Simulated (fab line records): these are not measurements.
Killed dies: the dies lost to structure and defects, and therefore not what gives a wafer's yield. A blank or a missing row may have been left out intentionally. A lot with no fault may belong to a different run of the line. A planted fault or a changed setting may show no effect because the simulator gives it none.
Chamber matching + flow sky130 + 3 sister chambers for SKY_CONTACT_HDPCVD_02 on hdpcvd-01
The step deposits SiO2, target thk 565 nm, time 94.2 s. 3 wafers are shown with their chamber, then 8 later ones without.

== EACH WAFER AND ITS CHAMBER ==
| wafer  | chamber | runLengthS (s) |
|--------|---------|----------------|
| L922.1 | 0       | 122.0          |
| L922.3 | 2       | 121.9          |
| L923.2 | 1       | 121.7          |

== WAFERS WITHOUT THEIR CHAMBER ==
| wafer  | runLengthS (s) |
|--------|----------------|
| L923.4 | 122.4          |
| L923.6 | 121.9          |
| L926.1 | 122.3          |
| L926.4 | 121.7          |
| L926.5 | 122.0          |
| L925.1 | 121.6          |
| L925.2 | 121.9          |
| L925.4 | 122.1          |

== EACH ONE'S CHAMBER ==
| wafer  | from the rows above          | in truth |
|--------|------------------------------|----------|
| L923.4 | can't be placed: 0 or 2 or 1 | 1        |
| L923.6 | can't be placed: 2 or 0 or 1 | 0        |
| L926.1 | can't be placed: 0 or 2 or 1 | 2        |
| L926.4 | can't be placed: 1 or 2 or 0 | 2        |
| L926.5 | can't be placed: 0 or 2 or 1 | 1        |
| L925.1 | can't be placed: 1 or 2 or 0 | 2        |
| L925.2 | can't be placed: 2 or 0 or 1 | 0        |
| L925.4 | can't be placed: 0 or 2 or 1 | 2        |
Correct placement for 0 of the 8. Cannot be placed on the basis of these rows: 8; the candidates contain the true chamber in 8. 0 placed wrongly.
How it was worked out, from the rows above alone: a wafer's distance from a chamber is the root of the sum, over the readings, of the square of ((its reading less the chamber's mean) divided by the reading's scatter). The wafer belongs to the nearest chamber; if the next one is less than 2 further off, it can't be placed. The mean given for a chamber averages the wafers shown for that chamber. The scatter: root of mean squared gap, hidden wafer to nearest shown wafer, with one shown wafer a chamber.
